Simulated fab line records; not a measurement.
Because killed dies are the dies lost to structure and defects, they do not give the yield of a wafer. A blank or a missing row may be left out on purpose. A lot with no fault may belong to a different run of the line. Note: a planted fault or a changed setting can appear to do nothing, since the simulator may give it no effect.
Problem report, 8D (eight disciplines) form, completed by code :: flow sky130 :: the parts of the form that need people (team, actions taken, sign-off) are left out

== 1. WHAT IS WRONG ==
Wafers free of any fault read 0.425 ohm/sq (standard deviation 0.0063) for VIA1_W_RS at SKY_VIA1_RS_MEAS_22, against a mean of 0.477 ohm/sq on 2 wafers of 2 lots. That puts it +8.3 standard deviations away from the usual mean.
The step: measures by four-point-probe.
First seen on wafer L385.4, day 38 16:49, on film_metro-01. The record holds 33 wafers of 11 lots with a number at this step. Rule for "out" (also "out of limits"): further than 4 standard deviations from the usual mean. The other wafers with a number count as sound.

== 2. WHAT IT IS, WHAT IT ISN'T ==
question: which readings at this step
is: VIA1_W_RS
is not: -

question: which lots
is: L385, L386
is not: L371, L372, L373, L374, L377, L378, L382, L391, L392

question: which wafers of those lots
is: L385.4, L386.4
is not: L385.1, L385.3, L386.2, L386.3

question: read on which gauges
is: film_metro-01, film_metro-04
is not: film_metro-02

question: when
is: from day 38 16:49
is not: up to then (23 sound wafers); but 8 sound wafers of L386, L391, L392 came after

== 3. WHAT RULES OUT EACH SUSPECT ==
Counting: a tool at a process step up to the reading stays a suspect if it ran every lot that is out. Sound lots after the first of them don't rule it out here, since some wafers of a struck lot are sound.
- the gauge at SKY_VIA1_RS_MEAS_22 has been ruled out. The wafers that are out were read on 2 gauges (film_metro-01, film_metro-04).
- cvd_w-01 at SKY_VIA1_CVD_21 (deposits W, target thk 270 nm, time 80.902 s): kept. Ran every lot that is out, first one L385 (day 38 16:44); last sound lot up to then L382 (day 37 19:04).
Left after counting: cvd_w-01 at SKY_VIA1_CVD_21.

== 4. THE CAUSE (what the simulator had put in) ==
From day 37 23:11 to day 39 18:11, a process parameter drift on cvd_w-01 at SKY_VIA1_CVD_21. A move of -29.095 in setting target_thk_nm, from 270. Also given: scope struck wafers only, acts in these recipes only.
After counting, this tool was the only one left.

== 5. SEQUENCE OF EFFECTS, ordered by route ==
One row per reading whose mean, taken over the struck wafers that have a number, lies over 3 standard deviations from the usual. Scope: only readings with a usual standard deviation given in the record; hours: median across lots of the time from each lot's start at the first step in this table that gives one to its start at this step; sigmas: change in usual standard deviations.
hours: 0
step: SKY_VIA1_RS_MEAS_22
reading: VIA1_W_RS
usual: 0.425 ohm/sq
on struck wafers: 0.477
change: +0.052
sigmas: +8.3

hours: 0
step: SKY_VIA1_THK_MEAS_23
reading: VIA1_W_THK
usual: 276 nm
on struck wafers: 245
change: -31
sigmas: -6.9

== 6. HOW IT WOULD HAVE BEEN CAUGHT EARLIER ==
Counted from the fault's start at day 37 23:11, it took 18 hours until the first out-of-limits reading at a measuring or inspecting step in this record, taken at day 38 16:49.
Tool readings at SKY_VIA1_CVD_21 with a usual standard deviation given in the record: none out on any struck wafer, hence no alarm at a limit of 4 standard deviations on them.
L386, from the lots that are out (2), started SKY_VIA1_CVD_21 on cvd_w-01 later than day 38 16:49. A tool hold placed at that time would have kept it from harm.
